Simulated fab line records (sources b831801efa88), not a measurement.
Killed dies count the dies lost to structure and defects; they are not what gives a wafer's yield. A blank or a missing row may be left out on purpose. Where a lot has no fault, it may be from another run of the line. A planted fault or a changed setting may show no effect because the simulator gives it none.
What tool caused it? | flow sky130 | 36 wafers from 12 lots sampled at 5 of the route's 708 steps

WHAT THE GAUGES SHOWED, per wafer
SKY_FIELD_ISO_THK_MEAS_25.
lot  | measured    | on           | FIELD_ISO_CVD_24_THK (nm)
L300 | day 2 07:50 | filmMetro-03 | 595 596 580
L301 | day 2 14:47 | filmMetro-03 | 599 594 604
L302 | day 2 17:55 | filmMetro-01 | 591 588 580
L303 | day 2 21:46 | filmMetro-01 | 588 590 596
L309 | day 4 05:33 | filmMetro-01 | 600 587 597
L310 | day 4 09:41 | filmMetro-02 | 581 588 592
L312 | day 4 23:45 | filmMetro-03 | 599 595 599
L313 | day 5 03:37 | filmMetro-01 | 596 596 602
L314 | day 5 08:24 | filmMetro-03 | 587 589 590
L321 | day 6 21:43 | filmMetro-02 | 585 590 583
L322 | day 7 02:36 | filmMetro-02 | 592 606 599
L323 | day 7 06:38 | filmMetro-02 | 590 599 584

SKY_VT_ADJUST_NCORE_CD_MEAS_07: target cd 380 nm.
lot  | measured     | on       | cdNm (nm)
L300 | day 8 15:23  | cdSem-02 | 384.4 381.6 383.3
L301 | day 8 22:35  | cdSem-01 | 379.9 382.4 380.0
L302 | day 8 22:53  | cdSem-02 | 384.4 383.3 381.9
L303 | day 9 07:08  | cdSem-01 | 380.6 380.3 381.0
L309 | day 11 04:38 | cdSem-01 | 376.2 376.7 377.8
L310 | day 11 08:52 | cdSem-01 | 381.7 381.6 382.4
L312 | day 12 04:46 | cdSem-02 | 373.7 375.1 374.8
L313 | day 12 11:14 | cdSem-01 | 382.3 382.0 381.5
L314 | day 12 14:41 | cdSem-02 | 381.8 382.3 381.2
L321 | day 14 21:47 | cdSem-01 | 384.6 380.9 382.1
L322 | day 15 02:41 | cdSem-02 | 377.2 383.7 378.4
L323 | day 15 09:42 | cdSem-01 | 378.5 378.9 378.7

SKY_VT_ADJUST_NCORE_OVL_MEAS_08.
lot  | measured     | on         | VT_ADJUST_NCORE_OVL (nm)
L300 | day 8 15:30  | overlay-01 | 0.4 0.6 -0.4
L301 | day 8 22:41  | overlay-01 | -3.7 0.2 -2.8
L302 | day 8 22:59  | overlay-02 | 1.0 -1.0 -0.4
L303 | day 9 07:14  | overlay-02 | -1.9 -1.2 -0.7
L309 | day 11 04:46 | overlay-01 | 2.3 1.5 3.8
L310 | day 11 08:59 | overlay-01 | 1.7 0.3 -0.7
L312 | day 12 04:52 | overlay-02 | -1.3 0.2 2.0
L313 | day 12 11:22 | overlay-01 | 3.3 4.3 3.0
L314 | day 12 14:48 | overlay-01 | 1.9 1.1 1.7
L321 | day 14 21:53 | overlay-01 | -0.2 1.4 -0.7
L322 | day 15 02:49 | overlay-01 | 0.7 1.1 -0.4
L323 | day 15 09:47 | overlay-01 | -1.4 -2.9 -0.6

SKY_VT_ADJUST_HVTR_CD_MEAS_07: target cd 380 nm.
lot  | measured     | on       | cdNm (nm)
L300 | day 9 12:41  | cdSem-01 | 380.4 379.0 380.0
L301 | day 9 20:03  | cdSem-02 | 379.1 382.8 380.1
L302 | day 9 20:04  | cdSem-01 | 378.1 378.9 376.5
L303 | day 10 05:07 | cdSem-01 | 382.6 381.6 380.9
L309 | day 12 04:38 | cdSem-01 | 284.0 283.1 280.6
L310 | day 12 08:44 | cdSem-01 | 278.6 280.6 280.6
L312 | day 13 06:28 | cdSem-02 | 303.2 305.0 303.1
L313 | day 13 12:53 | cdSem-01 | 381.2 380.8 380.1
L314 | day 13 16:14 | cdSem-01 | 382.9 383.3 380.7
L321 | day 16 01:52 | cdSem-02 | 378.7 375.1 378.7
L322 | day 16 06:51 | cdSem-02 | 379.0 377.0 378.8
L323 | day 16 14:20 | cdSem-01 | 378.9 374.4 379.6

EACH LOT AND THE TOOL THAT RAN IT (in order: tool; ch and the chambers of the sampled wafers; start)
lot  | SKY_VT_ADJUST_HVTR_DEVELOP_06
L300 | lithoTrack-03 ch 0, day 9 12:32
L301 | lithoTrack-03 ch 0, day 9 19:54
L302 | lithoTrack-04 ch 0, day 9 19:55
L303 | lithoTrack-04 ch 0, day 10 04:58
L309 | lithoTrack-03 ch 0, day 12 04:29
L310 | lithoTrack-03 ch 0, day 12 08:35
L312 | lithoTrack-03 ch 0, day 13 06:20
L313 | lithoTrack-01 ch 0, day 13 12:44
L314 | lithoTrack-01 ch 0, day 13 16:05
L321 | lithoTrack-04 ch 0, day 16 01:43
L322 | lithoTrack-04 ch 0, day 16 06:42
L323 | lithoTrack-01 ch 0, day 16 14:11
- SKY_VT_ADJUST_HVTR_DEVELOP_06: develop time 60 s.

AS READ BY THE TOOLS THEMSELVES (means over the sampled wafers that have a number; for cases with no such wafer, the mark the record gives instead)
The record holds no such reading with a usual standard deviation.

THE ANSWER, worked out from the rows above alone
Rule: the usual values come from the lots themselves. Put in order of their means at a reading, lots are off if they are a third of the lots or fewer, leave a main group of 4 or more, and stand apart from it by a gap of 3 or more times the standard deviation of the main group's means; of several such gaps the widest counts. A main group whose means are all the same, to the digits that the tables above print for the reading, isn't used. A lot without any number at a reading at which 4 lots or more have one is off too. All remaining lots with rows at the step are treated as sound. The gauges are gone through in route order, then the tools' own readings, and for those a lot's mean is taken as printed above. At the first step where some lot is off, the reading lying furthest off is the one used; lots without a number count as furthest.
Off: L309, L310, L312 (SKY_VT_ADJUST_HVTR_CD_MEAS_07, cdNm). Main group: mean 379.6 nm, sd 1.7.
A tool fits if, at a process step before that reading, it ran every lot that is off, and no sound lot after the first of them. The gauges at SKY_VT_ADJUST_HVTR_CD_MEAS_07 are tried like those tools. One fits: lithoTrack-03 at SKY_VT_ADJUST_HVTR_DEVELOP_06. A fault onset in the window from L301 (day 9 19:54, its last sound lot) to L309 (day 12 04:29, its first lot off) fits.

WHAT THE SIMULATOR HAD INSERTED
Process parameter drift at SKY_VT_ADJUST_HVTR_DEVELOP_06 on lithoTrack-03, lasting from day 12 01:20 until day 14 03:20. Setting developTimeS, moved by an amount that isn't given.
Struck lots among those shown: L309, L310, L312. The rule above found the same.
